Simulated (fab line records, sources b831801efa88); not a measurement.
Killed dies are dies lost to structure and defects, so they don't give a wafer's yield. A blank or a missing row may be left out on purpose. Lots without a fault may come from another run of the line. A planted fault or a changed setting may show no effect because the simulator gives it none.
Split-lot experiment | flow sky130 | 5 lots, 23 wafers read, on a route of 708 steps

THE SPLIT
At SKY_POLY_GATE_IMPLANT_02, the setting energy_kev was moved away from the recipe's 30 on 11 of the 23 wafers read, by -4.9% to +4.6%. The other wafers ran this setting at the recipe's value.

The reading is taken at the split's own step.

THE READING
implant.drp_nm (the simulator's own value, which no gauge read), in nm, at SKY_POLY_GATE_IMPLANT_02. The file gives no usual value for it.

wafer  | tool, chamber at the split | energy_kev as run | against the recipe | implant.drp_nm, nm | against lot-mates on the recipe
L074.1 | implanter-01, 0            | 30                | recipe             | 16.6               | -
L074.4 | implanter-01, 0            | 30                | recipe             | 16.6               | -
L074.6 | implanter-01, 0            | 30                | recipe             | 16.6               | -
L077.1 | implanter-01, 0            | 30                | recipe             | 16.6               | -
L077.2 | implanter-01, 0            | 30                | recipe             | 16.6               | -
L077.3 | implanter-01, 0            | 31.37             | +4.6%              | 17.23              | +0.63
L077.4 | implanter-01, 0            | 31.37             | +4.6%              | 17.23              | +0.63
L077.5 | implanter-01, 0            | 31.37             | +4.6%              | 17.23              | +0.63
L081.1 | implanter-03, 0            | 28.69             | -4.4%              | 16.16              | -0.44
L081.4 | implanter-03, 0            | 28.69             | -4.4%              | 16.16              | -0.44
L081.6 | implanter-03, 0            | 28.69             | -4.4%              | 16.16              | -0.44
L081.2 | implanter-03, 0            | 30                | recipe             | 16.6               | -
L081.5 | implanter-03, 0            | 30                | recipe             | 16.6               | -
L082.1 | implanter-03, 0            | 30                | recipe             | 16.6               | -
L082.3 | implanter-03, 0            | 30                | recipe             | 16.6               | -
L082.2 | implanter-03, 0            | 29.13             | -2.9%              | 16.31              | -0.29
L082.4 | implanter-03, 0            | 29.13             | -2.9%              | 16.31              | -0.29
L082.6 | implanter-03, 0            | 29.13             | -2.9%              | 16.31              | -0.29
L084.1 | implanter-04, 0            | 28.54             | -4.9%              | 16.11              | -0.49
L084.3 | implanter-04, 0            | 28.54             | -4.9%              | 16.11              | -0.49
L084.4 | implanter-04, 0            | 30                | recipe             | 16.6               | -
L084.5 | implanter-04, 0            | 30                | recipe             | 16.6               | -
L084.6 | implanter-04, 0            | 30                | recipe             | 16.6               | -

THE FIT
A straight line over all 23 wafers: implant.drp_nm changes by +0.116 nm for each +1% of energy_kev; r = +0.99; the points scatter about the line by 0.04 nm.
The same after taking each lot's own level away (the mean of its wafers on the recipe; 23 wafers): +0.116 nm for each +1%; r = +0.99; scatter 0.04 nm.
On that fit, the largest move of energy_kev shifts the reading by 0.56 nm.
The lots' own levels span 16.600 to 16.600 nm.
So the lot-to-lot level changes the slope little: the two slopes agree.
Check: with one of the wafers moved furthest among these (-4.9%) left out of the fit, the line predicts -0.536 nm for it against its lot-mates. It came out at -0.49 nm against them.

OTHER SPLITS ON THESE WAFERS
These wafers also went through other splits before the reading. Each is held against what the fit with the lots' levels taken away leaves over:
other split on the same wafers             | wafers away from the commonest value | r with implant.drp_nm (lot level and that fit taken away)
SKY_VT_ADJUST_NCORE_IMPLANT_09 energy_kev  | 9                                    | +0.10
SKY_VT_ADJUST_HVTR_SOFTBAKE_03 temp_c      | 9                                    | +0.15
SKY_VT_ADJUST_HVTR_IMPLANT_09 energy_kev   | 9                                    | +0.01
SKY_VT_ADJUST_PCH_IMPLANT_08 dose_cm2      | 6                                    | +0.05
SKY_SONOS_TUNNEL_DEVELOP_06 develop_time_s | 5                                    | -0.10
SKY_SONOS_ONO_CVD_02 pressure_mtorr        | 15                                   | +0.32
SKY_GATE_OXIDE_OXIDATION_01 ox_time_s      | 15                                   | +0.29
SKY_GATE_OXIDE_IMPLANT_11 energy_kev       | 7                                    | +0.29
SKY_RES_PROTECT_SOFTBAKE_03 temp_c         | 10                                   | -0.06

THE WHOLE CHAIN: every reading that the file lists as answering this split, in the file's order
step                     | what it does    | reading                                                         | change (the file's fit)               | r (the file's)
SKY_POLY_GATE_IMPLANT_02 |                 | implant.rp_nm (the simulator's own value, which no gauge read)  | +0.281 nm for each +1% of the setting | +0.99
SKY_POLY_GATE_IMPLANT_02 |                 | implant.drp_nm (the simulator's own value, which no gauge read) | +0.112 nm for each +1% of the setting | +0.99
SKY_RES_PROTECT_STRIP_07 | strips in O2/N2 | strip_time_to_endpoint_s                                        | withheld for each +1% of the setting  | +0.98

THE FILE'S OWN FIT
implant.drp_nm changes by +0.112 nm for each +1% of energy_kev, r = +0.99.
